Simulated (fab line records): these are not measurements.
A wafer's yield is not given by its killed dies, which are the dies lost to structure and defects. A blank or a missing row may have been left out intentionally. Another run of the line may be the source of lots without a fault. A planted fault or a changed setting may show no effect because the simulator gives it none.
A struck lot beside a sound one | flow gf180mcu | 20 steps out of a route of 602
Sound: wafers L350.1, L350.5, L350.6. Struck: wafers L363.3, L363.5, L363.6. Last of all comes the cause.
Each step with rows lists, per side, the tool, then ch with its chambers, then its first start. Under that, the readings that differ: sound wafers | struck wafers | difference of the means | sigmas: that difference in standard deviations of wafers without a fault.
alike: a reading whose means differ by less than 2 such deviations, as well as words and numbers matching on both sides. not compared: withheld readings; readings where some wafer has no value; bounds like >300 that might hide an equal value; numbers whose values overlap and for which the record gives no deviation.
A row with sigmas, a row that says differs or no value, or rows on one side alone: a step with any of these is where the two part. Non-overlapping numbers with no deviation appear without sigmas and do not part them. A reading that every wafer of one side lacks parts them only if that side has two wafers or more.

first, 3 steps without rows for these wafers: GF_MIM_EXPOSE_16 (exposes mask FuseTop, target cd 2000 nm); GF_MIM_PEB_17; GF_MIM_DEVELOP_18 (develop time 60 s).
GF_MIM_METAL_ETCH_19: etches the open film in Cl2/BCl3, stops on Si3N4, target depth 324.5 nm, time 54.1 s.
  sound on rie-metal-01 ch 0,1, day 26 21:25; struck on rie-metal-03 ch 0,1, day 30 17:33
  alike: drypump-motor-current-A, oes-product-au, throttle-valve-pct
  not compared: rf-hours-counter-h
GF_MIM_STRIP_20: strips in O2/N2.
  sound on plasma-asher-04 ch 0,1, day 26 21:31; struck on plasma-asher-03 ch 0,1, day 30 17:38
  alike: drypump-motor-current-A, heater-power-w, oes-product-au, strip-time-to-endpoint-s
  not compared: rf-hours-counter-h
then, 7 steps without rows for these wafers: GF_MIM_STRIP_21 (strips in post etch residue remover, time 1200 s); GF_MIM_CLEAN_22 (cleans in DIW); GF_M5_DEHYDRATE_00 (time 60 s); GF_M5_HMDS_01 (prime time 60 s); GF_M5_COAT_02 (resist thk 1000 nm); GF_M5_SOFTBAKE_03 (time 60 s); GF_M5_EXPOSE_04 (exposes mask Metal5, target cd 280 nm).
GF_M5_PEB_05: peb time 90 s.
  sound on litho-track-04 ch 0, day 27 17:14; struck on litho-track-04 ch 0, day 31 11:27
  reading                  | sound                | struck               | difference | sigmas
  heater-power-total-W (W) | 85.67 85.60 85.80    | 94.30 94.39 94.47    | +8.70      | +99 or more
  plate-temp-C (C)         | 134.87 134.88 135.07 | 145.27 145.20 145.25 | +10.30     | +79
then, 1 step without rows for these wafers: GF_M5_DEVELOP_06 (develop time 60 s).
GF_M5_CD_MEAS_07: the cd target is 280 nm.
  sound on cd-sem-01, day 27 17:35; struck on cd-sem-02, day 31 11:47
  reading    | sound             | struck            | difference | sigmas
  cd-nm (nm) | 279.5 280.1 280.4 | 261.8 262.2 262.4 | -17.9      | -15
GF_M5_OVL_MEAS_08:
  sound on overlay-01, day 27 17:43; struck on overlay-02, day 31 11:52
  alike: M5_OVL
GF_M5_ETCH_09: etches Si3N4 in CF4/O2, target depth 52 nm, time 11.6 s.
  sound on rie-diel-04 ch 0,3, day 27 17:44; struck on rie-diel-03 ch 0,1,3, day 31 11:53
  reading             | sound           | struck            | difference | sigmas
  model.M5.cd-nm (nm) | 280 280.6 279.8 | 262.1 262.7 262.4 | -17.7      |
  alike: drypump-motor-current-A, oes-product-au, throttle-valve-pct
  not compared: rf-hours-counter-h
GF_M5_METAL_ETCH_10: etches the open film in Cl2/BCl3, stops on SiO2, target depth 750.8 nm, time 125.1 s.
  sound on rie-metal-04 ch 0,1, day 27 17:46; struck on rie-metal-03 ch 0,1, day 31 11:58
  reading             | sound             | struck            | difference | sigmas
  model.M5.cd-nm (nm) | 282.8 281.8 275.8 | 261.5 262.4 264.7 | -17.3      |
  alike: drypump-motor-current-A, oes-product-au, throttle-valve-pct
  not compared: rf-hours-counter-h
GF_M5_STRIP_11: strips in O2/N2.
  sound on plasma-asher-04 ch 0,1, day 27 17:53; struck on plasma-asher-01 ch 0,1, day 31 12:05
  reading                     | sound       | struck      | difference | sigmas
  drypump-motor-current-A (A) | 5.0 5.1 5.0 | 6.6 6.6 5.3 | +1.1       | +2
  alike: heater-power-w, oes-product-au, strip-time-to-endpoint-s
  not compared: rf-hours-counter-h
GF_PASSIVATION_PROBE_99:
  the record holds rows for the sound wafers here (prober-01, day 30 09:10) but none for the struck ones

## WHERE THEY PART
First at GF_M5_PEB_05; last, within this record, at GF_PASSIVATION_PROBE_99.

WHY: the cause the simulator had injected
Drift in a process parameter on litho-track-04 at GF_M5_PEB_05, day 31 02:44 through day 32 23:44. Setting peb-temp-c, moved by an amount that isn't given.
